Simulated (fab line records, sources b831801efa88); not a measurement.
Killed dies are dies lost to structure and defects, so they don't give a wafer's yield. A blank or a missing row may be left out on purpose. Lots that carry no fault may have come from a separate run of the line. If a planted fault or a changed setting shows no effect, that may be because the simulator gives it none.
fab line records	flow gf180mcu	part 1 of 2: steps 1 to 33 of 41
[record] lots = 5	wafers = 15	last_day = 34
route steps=602 shown POLY_GATE@174 HV_LDD@176
lots with no fault: from the same line, run without faults
start_h: hours from the record's first day to the start of the lot's first wafer shown	wait_h: time in hours since the lot's previous step	" as in the row above	L1.1+2: one row covering several wafers at once	- no value, or no start was given	* or withheld: withheld	< > ~ a bound
route shown NAME@n: NAME is a module with steps in the file, n the number in the route of the first one	usual: mean and standard deviation over wafers with no fault	same: alike in all rows	chamber/n: place in a boat	sites: readings site by site	_std_site: standard deviation across them	_edge_site: mean of outer sites minus mean of inner sites	radius_mm: how far each site lies from the wafer's centre	mask NAME#n: copy n	behind: the last tool/chamber to shape the wafer	hold: the reason the lot was held/the length of the hold in hours/how it ended	device: transistor that didn't switch, given as n, p or np	end of line: the route-end tests of the same wafers	a step given without rows: its recipe and nothing more	killed: at the first sort, the dies lost to defects and structure; wafer yield is something else	map: shows each die of a wafer: x if killed, . if not, _ if none is there
set.NAME: the setting the step ran with; set.NAME@STEP: the setting that earlier step ran with	model.NAME: the simulator's own value behind a step, which no gauge read
a table for each step, a row for each wafer; lots at some steps of the route
services: from which hour (start_h, from the record's first day; less than 0 if before it) a tool's chamber was out of use, for how many hours, and why
[[steps]]
[step GF_POLY_GATE_THK_MEAS_17]
[recipe] reads = SiO2_of_POLY_GATE_OXIDATION_16
[usual] POLY_GATE_OXIDATION_THK = 3.97/0.075
lot.wafer	tool	chamber	start_h	wait_h	POLY_GATE_OXIDATION_THK[nm]
L075.2	film_metro-03	-	206.64	0.0	3.86
L075.3	"	-	"	"	3.94
L075.6	"	-	"	"	3.96
L076.1	film_metro-04	-	211.03	0.0	4.01
L076.3	"	-	"	"	3.90
L076.4	"	-	"	"	3.95
L084.1	film_metro-04	-	272.74	0.0	4.02
L084.2	"	-	"	"	3.87
L084.4	"	-	"	"	3.90
L088.2	film_metro-03	-	297.77	0.0	3.97
L088.4	"	-	"	"	3.97
L088.5	"	-	"	"	4.01
L096.1	film_metro-03	-	357.76	0.0	4.11
L096.2	"	-	"	"	4.08
L096.5	"	-	"	"	4.14
[step GF_POLY_GATE_CD_MEAS_18]
[usual] cd_nm = 279.9/1.8
lot.wafer	tool	chamber	start_h	wait_h	cd_nm
L075.2	cd_sem-01	-	206.72	0.1	276.5
L075.3	"	-	"	"	279.2
L075.6	"	-	"	"	276.8
L076.1	cd_sem-02	-	211.09	0.1	278.8
L076.3	"	-	"	"	278.4
L076.4	"	-	"	"	280.4
L084.1	cd_sem-01	-	272.80	0.1	277.2
L084.2	"	-	"	"	279.7
L084.4	"	-	"	"	280.3
L088.2	cd_sem-01	-	297.85	0.1	279.6
L088.4	"	-	"	"	280.4
L088.5	"	-	"	"	278.6
L096.1	cd_sem-01	-	357.82	0.1	279.6
L096.2	"	-	"	"	275.9
L096.5	"	-	"	"	281.2
[step GF_HV_LDD_DEHYDRATE_00]
[recipe] temp_c = 200	time_s = 60
lot.wafer	tool	chamber	start_h	wait_h
L075.2+3+6	litho_track-01	0	214.55	7.8
L076.1+3+4	litho_track-03	0	218.92	7.8
L084.1+2+4	litho_track-03	0	281.82	9.0
L088.2+4+5	litho_track-03	0	307.99	10.1
L096.1+2+5	litho_track-04	0	368.13	10.3
[step GF_HV_LDD_HMDS_01]
[recipe] prime_time_s = 60	prime_temp_c = 120
[usual] prime_temp_c = 119.97/0.13
lot.wafer	tool	chamber	start_h	wait_h	prime_temp_c
L075.2	litho_track-01	0	214.70	0.1	120.12
L075.3	"	0	"	"	120.26
L075.6	"	0	"	"	120.18
L076.1	litho_track-03	0	219.07	0.1	119.80
L076.3	"	0	"	"	119.91
L076.4	"	0	"	"	120.10
L084.1	litho_track-03	0	281.97	0.1	119.79
L084.2	"	0	"	"	120.09
L084.4	"	0	"	"	120.15
L088.2	litho_track-03	0	308.14	0.1	120.07
L088.4	"	0	"	"	120.12
L088.5	"	0	"	"	119.77
L096.1	litho_track-04	0	368.28	0.1	119.93
L096.2	"	0	"	"	119.96
L096.5	"	0	"	"	119.80
[step GF_HV_LDD_COAT_02]
[recipe] resist = NOVOLAK	spin_rpm = 3000	resist_thk_nm = 1000
lot.wafer	tool	chamber	start_h	wait_h
L075.2+3+6	litho_track-01	0	214.85	0.1
L076.1+3+4	litho_track-03	0	219.22	0.1
L084.1+2+4	litho_track-03	0	282.12	0.1
L088.2+4+5	litho_track-03	0	308.29	0.1
L096.1+2+5	litho_track-04	0	368.43	0.1
[step GF_HV_LDD_SOFTBAKE_03]
[recipe] temp_c = 90	time_s = 60	resist = NOVOLAK
lot.wafer	tool	chamber	start_h	wait_h
L075.2+3+6	litho_track-01	0	215.00	0.1
L076.1+3+4	litho_track-03	0	219.37	0.1
L084.1+2+4	litho_track-03	0	282.27	0.1
L088.2+4+5	litho_track-03	0	308.44	0.1
L096.1+2+5	litho_track-04	0	368.58	0.1
[step GF_HV_LDD_EXPOSE_04]
[recipe] mask_id = Nplus_LV_AREA	target_cd_nm = 400	na = 0.6	source_shape = conventional	sigma_outer = 0.6	dose_mj = 140
[same] na = 0.6
lot.wafer	tool	chamber	start_h	wait_h	mask
L075.2+3+6	iline_stepper-02	0	-	-	Nplus_LV_AREA#0
L076.1+3+4	iline_stepper-02	0	-	-	Nplus_LV_AREA#0
L084.1+2+4	iline_stepper-02	0	-	-	Nplus_LV_AREA#0
L088.2+4+5	iline_stepper-02	0	-	-	Nplus_LV_AREA#0
L096.1+2+5	iline_stepper-02	0	-	-	Nplus_LV_AREA#0
[step GF_HV_LDD_PEB_05]
[recipe] temp_c = withheld	time_s = *	resist = NOVOLAK
lot.wafer	tool	chamber	start_h	wait_h
L075.2+3+6	litho_track-01	0	-	-
L076.1+3+4	litho_track-01	0	-	-
L084.1+2+4	litho_track-03	0	-	-
L088.2+4+5	litho_track-03	0	-	-
L096.1+2+5	litho_track-01	0	-	-
[step GF_HV_LDD_DEVELOP_06]
[recipe] develop_time_s = 60	dev_temp_c = 23
lot.wafer	tool	chamber	start_h	wait_h
L075.2+3+6	litho_track-01	0	224.30	0.1
L076.1+3+4	litho_track-01	0	228.38	0.1
L084.1+2+4	litho_track-03	0	291.92	0.1
L088.2+4+5	litho_track-03	0	317.99	0.1
L096.1+2+5	litho_track-01	0	379.57	0.1
[step GF_HV_LDD_CD_MEAS_07]
[recipe] target_cd_nm = 400
[usual] cd_nm = 399.2/2.4
lot.wafer	tool	chamber	start_h	wait_h	cd_nm
L075.2	cd_sem-02	-	224.45	0.1	399.1
L075.3	"	-	"	"	401.3
L075.6	"	-	"	"	401.3
L076.1	cd_sem-01	-	228.53	0.1	398.4
L076.3	"	-	"	"	400.9
L076.4	"	-	"	"	398.4
L084.1	cd_sem-02	-	292.07	0.1	403.1
L084.2	"	-	"	"	399.0
L084.4	"	-	"	"	400.9
L088.2	cd_sem-01	-	318.14	0.1	399.5
L088.4	"	-	"	"	398.6
L088.5	"	-	"	"	400.0
L096.1	cd_sem-01	-	379.72	0.1	402.4
L096.2	"	-	"	"	401.1
L096.5	"	-	"	"	402.5
[step GF_HV_LDD_OVL_MEAS_08]
[usual] HV_LDD_OVL = -0.5/1.6
lot.wafer	tool	chamber	start_h	wait_h	HV_LDD_OVL[nm]
L075.2	overlay-02	-	224.55	0.1	1.4
L075.3	"	-	"	"	1.4
L075.6	"	-	"	"	-1.4
L076.1	overlay-02	-	228.65	0.1	-0.4
L076.3	"	-	"	"	0.3
L076.4	"	-	"	"	0.4
L084.1	overlay-02	-	292.19	0.1	0.7
L084.2	"	-	"	"	0.1
L084.4	"	-	"	"	1.1
L088.2	overlay-01	-	318.24	0.1	0.0
L088.4	"	-	"	"	-1.7
L088.5	"	-	"	"	-0.5
L096.1	overlay-02	-	379.84	0.1	-2.8
L096.2	"	-	"	"	-2.4
L096.5	"	-	"	"	-0.3
[step GF_HV_LDD_IMPLANT_09]
[recipe] species = As	energy_kev = 40	dose_cm2 = 1e+14	tilt_deg = 6.738
[usual] dose_ions_cm2 = 1e+14/1.1e+11
lot.wafer	tool	chamber	start_h	wait_h	dose_ions_cm2
L075.2	implanter-01	0	224.61	0.0	1.0004e+14
L075.3	"	0	"	"	1.0019e+14
L075.6	"	0	"	"	9.993e+13
L076.1	implanter-03	0	228.68	0.0	9.998e+13
L076.3	"	0	"	"	9.997e+13
L076.4	"	0	"	"	9.989e+13
L084.1	implanter-01	0	292.22	0.0	9.996e+13
L084.2	"	0	"	"	9.991e+13
L084.4	"	0	"	"	1.0002e+14
L088.2	implanter-04	0	318.30	0.0	1.0004e+14
L088.4	"	0	"	"	9.997e+13
L088.5	"	0	"	"	9.988e+13
L096.1	implanter-03	0	379.88	0.0	1.0008e+14
L096.2	"	0	"	"	1.0009e+14
L096.5	"	0	"	"	9.991e+13
[step GF_HV_LDD_STRIP_10]
[recipe] chemistry = O2/N2	power_w = 1400	pressure_mtorr = 1500	platen_temp_c = 250	o2_flow_sccm = 3000	n2_flow_sccm = 300	overash_fraction = 0.5
[usual] chamber_pressure_mTorr = 1499.9/1.3	drypump_motor_current_A = 5.9/0.44	heater_power_w = 319/23	oes_product_au = 0.716/0.0044	strip_time_to_endpoint_s = 12.65/0.032
lot.wafer	tool	chamber	start_h	wait_h	chamber_pressure_mTorr	drypump_motor_current_A	heater_power_w	oes_product_au	rf_hours_counter_h	strip_time_to_endpoint_s
L075.2	plasma_asher-01	0	224.73	0.1	1500.8	6.4	293	0.723	12	12.70
L075.3	"	0	"	"	1496.6	6.4	286	0.714	-	12.71
L075.6	"	1	"	"	1500.8	6.0	352	0.713	-	12.65
L076.1	plasma_asher-03	0	228.83	0.1	1501.5	6.3	297	0.719	46	12.62
L076.3	"	0	"	"	1499.7	6.3	296	0.716	-	12.64
L076.4	"	1	"	"	1500.8	6.1	346	0.716	-	12.63
L084.1	plasma_asher-03	0	292.37	0.1	1498.3	6.3	299	0.719	52	12.66
L084.2	"	1	"	"	1499.9	6.0	341	0.719	52	12.62
L084.4	"	0	"	"	1500.3	6.3	305	0.714	-	12.61
L088.2	plasma_asher-04	1	318.42	0.1	1500.6	5.1	327	0.715	70	12.67
L088.4	"	0	"	"	1499.7	5.6	304	0.718	-	12.69
L088.5	"	1	"	"	1500.0	5.1	328	0.715	-	12.71
L096.1	plasma_asher-03	1	380.03	0.1	1500.8	6.1	336	0.719	61	12.62
L096.2	"	0	"	"	1499.9	6.3	294	0.709	61	12.65
L096.5	"	0	"	"	1499.7	6.3	293	0.709	-	12.61
[step GF_HV_LDD_TW_MEAS_11]
[usual] HV_LDD_TW = 2419/13
lot.wafer	tool	chamber	start_h	wait_h	HV_LDD_TW
L075.2	film_metro-04	-	224.84	0.1	2406
L075.3	"	-	"	"	2431
L075.6	"	-	"	"	2405
L076.1	film_metro-04	-	228.93	0.1	2422
L076.3	"	-	"	"	2421
L076.4	"	-	"	"	2409
L084.1	film_metro-04	-	292.47	0.1	2395
L084.2	"	-	"	"	2409
L084.4	"	-	"	"	2421
L088.2	film_metro-04	-	318.53	0.1	2418
L088.4	"	-	"	"	2424
L088.5	"	-	"	"	2440
L096.1	film_metro-02	-	380.13	0.1	2417
L096.2	"	-	"	"	2414
L096.5	"	-	"	"	2423
[step GF_HV_LDD_DEHYDRATE_12]
[recipe] temp_c = 200	time_s = 60
lot.wafer	tool	chamber	start_h	wait_h
L075.2+3+6	litho_track-01	0	233.40	8.5
L076.1+3+4	litho_track-01	0	237.18	8.2
L084.1+2+4	litho_track-01	0	302.12	9.6
L088.2+4+5	litho_track-04	0	328.90	10.4
L096.1+2+5	litho_track-01	0	390.67	10.5
[step GF_HV_LDD_HMDS_13]
[recipe] prime_time_s = 60	prime_temp_c = 120
[usual] prime_temp_c = 120.01/0.13
lot.wafer	tool	chamber	start_h	wait_h	prime_temp_c
L075.2	litho_track-01	0	233.55	0.1	120.23
L075.3	"	0	"	"	120.37
L075.6	"	0	"	"	120.00
L076.1	litho_track-01	0	237.33	0.1	120.04
L076.3	"	0	"	"	119.99
L076.4	"	0	"	"	120.03
L084.1	litho_track-01	0	302.27	0.1	119.91
L084.2	"	0	"	"	119.81
L084.4	"	0	"	"	119.92
L088.2	litho_track-04	0	329.05	0.1	119.95
L088.4	"	0	"	"	120.12
L088.5	"	0	"	"	119.94
L096.1	litho_track-01	0	390.82	0.1	120.29
L096.2	"	0	"	"	120.02
L096.5	"	0	"	"	120.24
[step GF_HV_LDD_COAT_14]
[recipe] resist = NOVOLAK	spin_rpm = 3000	resist_thk_nm = 1000
lot.wafer	tool	chamber	start_h	wait_h
L075.2+3+6	litho_track-01	0	233.70	0.1
L076.1+3+4	litho_track-01	0	237.48	0.1
L084.1+2+4	litho_track-01	0	302.42	0.1
L088.2+4+5	litho_track-04	0	329.20	0.1
L096.1+2+5	litho_track-01	0	390.97	0.1
[step GF_HV_LDD_SOFTBAKE_15]
[recipe] temp_c = 90	time_s = 60	resist = NOVOLAK
lot.wafer	tool	chamber	start_h	wait_h
L075.2+3+6	litho_track-01	0	233.85	0.1
L076.1+3+4	litho_track-01	0	237.63	0.1
L084.1+2+4	litho_track-01	0	302.57	0.1
L088.2+4+5	litho_track-04	0	329.35	0.1
L096.1+2+5	litho_track-01	0	391.12	0.1
[step GF_HV_LDD_EXPOSE_16]
[recipe] mask_id = Pplus_LV_AREA	target_cd_nm = 400	na = 0.6	source_shape = conventional	sigma_outer = 0.6	dose_mj = 140
[same] na = 0.6
lot.wafer	tool	chamber	start_h	wait_h	mask
L075.2+3+6	iline_stepper-02	0	-	-	Pplus_LV_AREA#0
L076.1+3+4	iline_stepper-01	0	-	-	Pplus_LV_AREA#0
L084.1+2+4	iline_stepper-02	0	-	-	Pplus_LV_AREA#0
L088.2+4+5	iline_stepper-01	0	-	-	Pplus_LV_AREA#0
L096.1+2+5	iline_stepper-01	0	-	-	Pplus_LV_AREA#0
[step GF_HV_LDD_PEB_17]
[recipe] temp_c = withheld	time_s = *	resist = NOVOLAK
lot.wafer	tool	chamber	start_h	wait_h
L075.2+3+6	litho_track-04	0	-	-
L076.1+3+4	litho_track-04	0	-	-
L084.1+2+4	litho_track-01	0	-	-
L088.2+4+5	litho_track-03	0	-	-
L096.1+2+5	litho_track-03	0	-	-
[step GF_HV_LDD_DEVELOP_18]
[recipe] develop_time_s = 60	dev_temp_c = 22.15
lot.wafer	tool	chamber	start_h	wait_h
L075.2+3+6	litho_track-04	0	243.10	0.1
L076.1+3+4	litho_track-04	0	247.08	0.1
L084.1+2+4	litho_track-01	0	312.67	0.1
L088.2+4+5	litho_track-03	0	339.64	0.1
L096.1+2+5	litho_track-03	0	403.11	0.1
[step GF_HV_LDD_CD_MEAS_19]
[recipe] target_cd_nm = 400
[usual] cd_nm = 402.5/2.4
lot.wafer	tool	chamber	start_h	wait_h	cd_nm
L075.2	cd_sem-02	-	243.25	0.1	402.6
L075.3	"	-	"	"	403.0
L075.6	"	-	"	"	405.5
L076.1	cd_sem-02	-	247.23	0.1	408.6
L076.3	"	-	"	"	409.4
L076.4	"	-	"	"	410.0
L084.1	cd_sem-02	-	312.82	0.1	403.2
L084.2	"	-	"	"	403.6
L084.4	"	-	"	"	403.8
L088.2	cd_sem-02	-	339.79	0.1	401.8
L088.4	"	-	"	"	400.4
L088.5	"	-	"	"	402.5
L096.1	cd_sem-02	-	403.26	0.1	405.8
L096.2	"	-	"	"	407.3
L096.5	"	-	"	"	407.3
[step GF_HV_LDD_OVL_MEAS_20]
[usual] HV_LDD_01_OVL = 0.2/1.2
lot.wafer	tool	chamber	start_h	wait_h	HV_LDD_01_OVL[nm]
L075.2	overlay-02	-	243.35	0.1	-0.1
L075.3	"	-	"	"	-0.1
L075.6	"	-	"	"	0.0
L076.1	overlay-01	-	247.35	0.1	-0.2
L076.3	"	-	"	"	0.1
L076.4	"	-	"	"	1.1
L084.1	overlay-01	-	312.94	0.1	2.4
L084.2	"	-	"	"	2.1
L084.4	"	-	"	"	2.5
L088.2	overlay-02	-	339.89	0.1	1.1
L088.4	"	-	"	"	0.8
L088.5	"	-	"	"	-0.5
L096.1	overlay-02	-	403.38	0.1	-2.5
L096.2	"	-	"	"	-2.0
L096.5	"	-	"	"	-1.8
[step GF_HV_LDD_IMPLANT_21]
[recipe] species = BF2	energy_kev = 25	dose_cm2 = 5e+13	tilt_deg = 7
[usual] dose_ions_cm2 = 5e+13/5e+10
lot.wafer	tool	chamber	start_h	wait_h	dose_ions_cm2
L075.2	implanter-03	0	243.41	0.0	4.999e+13
L075.3	"	0	"	"	4.998e+13
L075.6	"	0	"	"	4.998e+13
L076.1	implanter-03	0	247.38	0.0	5.01e+13
L076.3	"	0	"	"	5.005e+13
L076.4	"	0	"	"	5.004e+13
L084.1	implanter-03	0	312.98	0.0	5.001e+13
L084.2	"	0	"	"	4.997e+13
L084.4	"	0	"	"	4.998e+13
L088.2	implanter-03	0	339.95	0.0	4.999e+13
L088.4	"	0	"	"	5.004e+13
L088.5	"	0	"	"	5e+13
L096.1	implanter-04	0	403.42	0.0	4.997e+13
L096.2	"	0	"	"	5.004e+13
L096.5	"	0	"	"	4.99e+13
[step GF_HV_LDD_STRIP_22]
[recipe] chemistry = O2/N2	power_w = 1400	pressure_mtorr = 1500	platen_temp_c = 250	o2_flow_sccm = 3000	n2_flow_sccm = 300	overash_fraction = 0.5
[usual] chamber_pressure_mTorr = 1499.9/1.2	drypump_motor_current_A = 6.0/0.44	heater_power_w = 319/24	oes_product_au = 0.716/0.0045	strip_time_to_endpoint_s = 12.66/0.038
lot.wafer	tool	chamber	start_h	wait_h	chamber_pressure_mTorr	drypump_motor_current_A	heater_power_w	oes_product_au	rf_hours_counter_h	strip_time_to_endpoint_s
L075.2	plasma_asher-01	0	243.53	0.1	1501.2	6.4	295	0.719	15	12.62
L075.3	"	0	"	"	1498.6	6.4	288	0.715	-	12.66
L075.6	"	0	"	"	1499.6	6.4	299	0.723	-	12.62
L076.1	plasma_asher-03	0	247.53	0.1	1501.0	6.3	303	0.708	48	12.55
L076.3	"	1	"	"	1498.7	6.0	351	0.724	-	12.57
L076.4	"	0	"	"	1499.1	6.3	302	0.719	-	12.60
L084.1	plasma_asher-01	0	313.13	0.1	1504.2	6.4	286	0.719	22	12.64
L084.2	"	1	"	"	1500.3	6.0	353	0.713	22	12.67
L084.4	"	0	"	"	1499.7	6.4	293	0.722	-	12.64
L088.2	plasma_asher-01	1	340.07	0.1	1496.9	6.0	341	0.709	25	12.68
L088.4	"	1	"	"	1500.8	6.0	339	0.715	-	12.68
L088.5	"	0	"	"	1498.7	6.4	294	0.709	-	12.67
L096.1	plasma_asher-04	0	403.57	0.1	1500.4	5.6	307	0.720	78	12.66
L096.2	"	1	"	"	1498.1	5.1	338	0.711	78	12.64
L096.5	"	0	"	"	1499.5	5.6	314	0.710	-	12.65
[step GF_HV_LDD_TW_MEAS_23]
[usual] HV_LDD_2_TW = 1060/6.8
lot.wafer	tool	chamber	start_h	wait_h	HV_LDD_2_TW
L075.2	film_metro-01	-	243.64	0.1	1054
L075.3	"	-	"	"	1054
L075.6	"	-	"	"	1056
L076.1	film_metro-04	-	247.63	0.1	1058
L076.3	"	-	"	"	1060
L076.4	"	-	"	"	1056
L084.1	film_metro-02	-	313.23	0.1	1070
L084.2	"	-	"	"	1072
L084.4	"	-	"	"	1066
L088.2	film_metro-01	-	340.18	0.1	1063
L088.4	"	-	"	"	1057
L088.5	"	-	"	"	1053
L096.1	film_metro-04	-	403.67	0.1	1066
L096.2	"	-	"	"	1065
L096.5	"	-	"	"	1069
[step GF_HV_LDD_DEHYDRATE_24]
[recipe] temp_c = 200	time_s = 60
lot.wafer	tool	chamber	start_h	wait_h
L075.2+3+6	litho_track-01	0	252.25	8.6
L076.1+3+4	litho_track-04	0	256.28	8.6
L084.1+2+4	litho_track-03	0	322.32	9.1
L088.2+4+5	litho_track-01	0	350.35	10.2
L096.1+2+5	litho_track-03	0	414.21	10.5
[step GF_HV_LDD_HMDS_25]
[recipe] prime_time_s = 60	prime_temp_c = 120
[usual] prime_temp_c = 120.00/0.14
lot.wafer	tool	chamber	start_h	wait_h	prime_temp_c
L075.2	litho_track-01	0	252.40	0.1	119.85
L075.3	"	0	"	"	119.76
L075.6	"	0	"	"	119.89
L076.1	litho_track-04	0	256.43	0.1	120.11
L076.3	"	0	"	"	119.99
L076.4	"	0	"	"	120.02
L084.1	litho_track-03	0	322.47	0.1	120.07
L084.2	"	0	"	"	119.97
L084.4	"	0	"	"	119.99
L088.2	litho_track-01	0	350.50	0.1	120.01
L088.4	"	0	"	"	120.20
L088.5	"	0	"	"	120.19
L096.1	litho_track-03	0	414.36	0.1	120.28
L096.2	"	0	"	"	119.98
L096.5	"	0	"	"	119.93
[step GF_HV_LDD_COAT_26]
[recipe] resist = NOVOLAK	spin_rpm = 3000	resist_thk_nm = 1000
lot.wafer	tool	chamber	start_h	wait_h
L075.2+3+6	litho_track-01	0	252.55	0.1
L076.1+3+4	litho_track-04	0	256.58	0.1
L084.1+2+4	litho_track-03	0	322.62	0.1
L088.2+4+5	litho_track-01	0	350.65	0.1
L096.1+2+5	litho_track-03	0	414.51	0.1
[step GF_HV_LDD_SOFTBAKE_27]
[recipe] temp_c = 90	time_s = 60	resist = NOVOLAK
lot.wafer	tool	chamber	start_h	wait_h
L075.2+3+6	litho_track-01	0	252.70	0.1
L076.1+3+4	litho_track-04	0	256.73	0.1
L084.1+2+4	litho_track-03	0	322.77	0.1
L088.2+4+5	litho_track-01	0	350.80	0.1
L096.1+2+5	litho_track-03	0	414.66	0.1
[step GF_HV_LDD_EXPOSE_28]
[recipe] mask_id = Nplus_HV_AREA	target_cd_nm = 400	na = 0.6	source_shape = conventional	sigma_outer = 0.6	dose_mj = 140
[same] na = 0.6
lot.wafer	tool	chamber	start_h	wait_h	mask
L075.2+3+6	iline_stepper-02	0	-	-	Nplus_HV_AREA#0
L076.1+3+4	iline_stepper-01	0	-	-	Nplus_HV_AREA#0
L084.1+2+4	iline_stepper-02	0	-	-	Nplus_HV_AREA#0
L088.2+4+5	iline_stepper-01	0	-	-	Nplus_HV_AREA#0
L096.1+2+5	iline_stepper-01	0	-	-	Nplus_HV_AREA#0
[step GF_HV_LDD_PEB_29]
[recipe] temp_c = withheld	time_s = *	resist = NOVOLAK
lot.wafer	tool	chamber	start_h	wait_h
L075.2+3+6	litho_track-04	0	-	-
L076.1+3+4	litho_track-04	0	-	-
L084.1+2+4	litho_track-01	0	-	-
L088.2+4+5	litho_track-01	0	-	-
L096.1+2+5	litho_track-01	0	-	-
[step GF_HV_LDD_DEVELOP_30]
[recipe] develop_time_s = 60	dev_temp_c = 23
lot.wafer	tool	chamber	start_h	wait_h
L075.2+3+6	litho_track-04	0	262.00	0.1
L076.1+3+4	litho_track-04	0	266.33	0.1
L084.1+2+4	litho_track-01	0	333.47	0.1
L088.2+4+5	litho_track-01	0	362.00	0.1
L096.1+2+5	litho_track-01	0	426.92	0.1
